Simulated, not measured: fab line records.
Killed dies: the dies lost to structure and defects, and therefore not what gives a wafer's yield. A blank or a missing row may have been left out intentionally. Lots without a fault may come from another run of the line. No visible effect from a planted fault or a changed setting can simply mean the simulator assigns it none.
A struck lot beside a sound one / flow sky130 / 16 out of 708 route steps
Sound: these wafers, L555.1, L555.2, L555.6. Wafers L567.3, L567.4, L567.6 were the ones struck. The cause comes at the end.
Each step with rows lists, per side, the tool, then ch with its chambers, then its first start. Under that, the readings that differ: sound wafers / struck wafers / difference of the means / sigmas: that difference in standard deviations of wafers without a fault.
alike: readings with means less than 2 such deviations apart, plus words and numbers identical on both sides. not compared: withheld readings, readings lacking a value on some wafer, bounds such as >300 that could conceal the same value, and numbers that have no deviation in the record and whose values overlap.
A row with sigmas, a row that says differs or no value, or rows on one side alone: a step with any of these is where the two part. Non-overlapping numbers with no deviation appear without sigmas and do not part them. A reading that every wafer of one side lacks parts them only if that side has two wafers or more.

SKY_VIA3_CMP_02: polishes SiO2.
  sound on cmp-01 ch 2,3, day 41 08:36; struck on cmp-01 ch 0,2,3, day 44 12:12
  alike: motor-current-A, platen-rpm
SKY_VIA3_BOW_MEAS_03:
  sound: film-metro-01 at day 41 08:54; struck: film-metro-01 at day 44 12:26
  alike: VIA3_BOW
then, 8 steps without rows for these wafers: SKY_VIA3_DEHYDRATE_04 (time 60 s); SKY_VIA3_HMDS_05 (prime time 60 s); SKY_VIA3_COAT_06 (resist thk 60 nm); SKY_VIA3_COAT_07 (resist thk 450 nm); SKY_VIA3_SOFTBAKE_08 (time 90 s); SKY_VIA3_EXPOSE_09 (exposes mask VIM3, target cd 200 nm); SKY_VIA3_PEB_10; SKY_VIA3_DEVELOP_11 (develop time 60 s).
SKY_VIA3_CD_MEAS_12: target cd 200 nm.
  sound: cd-sem-02 at day 42 08:37; struck: cd-sem-01 at day 45 10:17
  alike: cd-nm
SKY_VIA3_OVL_MEAS_13:
  sound: overlay-01 at day 42 08:44; struck: overlay-02 at day 45 10:23
  alike: VIA3_OVL
SKY_VIA3_ETCH_14: etches BARC in N2/H2, stops on SiO2, time 45.9 s, target depth 60 nm.
  sound on rie-diel-03 ch 2,3, day 42 08:46; struck on rie-diel-04 ch 0,2, day 45 10:24
reading=rf-fwd-power-W (W); sound=493.8 495.4 495.5; struck=413.3 413.1 411.6; difference=-82.2; sigmas=-37
reading=model.KrF-thick_of_VIA3_COAT_07.thk-nm (nm); sound=395.4 394.1 394.9; struck=399.2 399.4 399; difference=+4.4; sigmas=
  alike: chamber-pressure-mTorr, drypump-motor-current-A, oes-product-au, throttle-valve-pct
  not compared: rf-hours-counter-h
SKY_VIA3_ETCH_15: etches SiO2 in C4F8/O2/Ar, stops on TiN, target depth 507 nm, time 78 s.
  sound on rie-diel-03 ch 2,3, day 42 08:49; struck on rie-diel-04 ch 0,2, day 45 10:26
reading=rf-fwd-power-W (W); sound=1490 1501 1501; struck=1489 1480 1479; difference=-15; sigmas=-2
reading=model.KrF-thick_of_VIA3_COAT_07.thk-nm (nm); sound=295.3 294.6 295.4; struck=298.2 297.4 296.6; difference=+2.3; sigmas=
  alike: chamber-pressure-mTorr, oes-product-au
  not compared: rf-hours-counter-h
SKY_VIA3_STRIP_16: strips in O2/N2.
  sound on plasma-asher-03 ch 0,1, day 42 08:52; struck on plasma-asher-02 ch 0,1, day 45 10:32
  alike: chamber-pressure-mTorr, drypump-motor-current-A, oes-product-au, strip-time-to-endpoint-s
  not compared: rf-hours-counter-h
-- the record jumps here: 5 days lie between the struck wafers' starts before and after (it left off in module VIA3 and takes up again in module PAD_OPEN, whose first step shown is number 708 of the route) --
SKY_PAD_OPEN_PROBE_99:
  sound: prober-01 at day 48 02:22; struck: prober-02 at day 50 14:06
reading=killed-dies; sound=72 90 77; struck=88 93 114; difference=+19; sigmas=+2
reading=sort_bin_5_function (%); sound=8.1 10.4 9.6; struck=11.4 11.0 14.4; difference=+2.9; sigmas=+2
reading=sort-n-pass; sound=420 402 415; struck=404 399 378; difference=-19; sigmas=-2
  alike: defect-limited-yield, killed_at_M0_to_M3, killed_at_M4_up, killed-at-contacts, killed-at-front-end, killed-open, killed-short, sort_bin_3_pad_short, sort_bin_6_memory, sort-yield-pct

## WHERE THEY PART
Earliest at SKY_VIA3_ETCH_14; latest, in this record, at SKY_PAD_OPEN_PROBE_99.

WHY: what the simulator had put in
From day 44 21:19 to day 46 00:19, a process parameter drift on rie-diel-04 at SKY_VIA3_ETCH_14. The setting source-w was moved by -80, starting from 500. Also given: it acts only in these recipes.
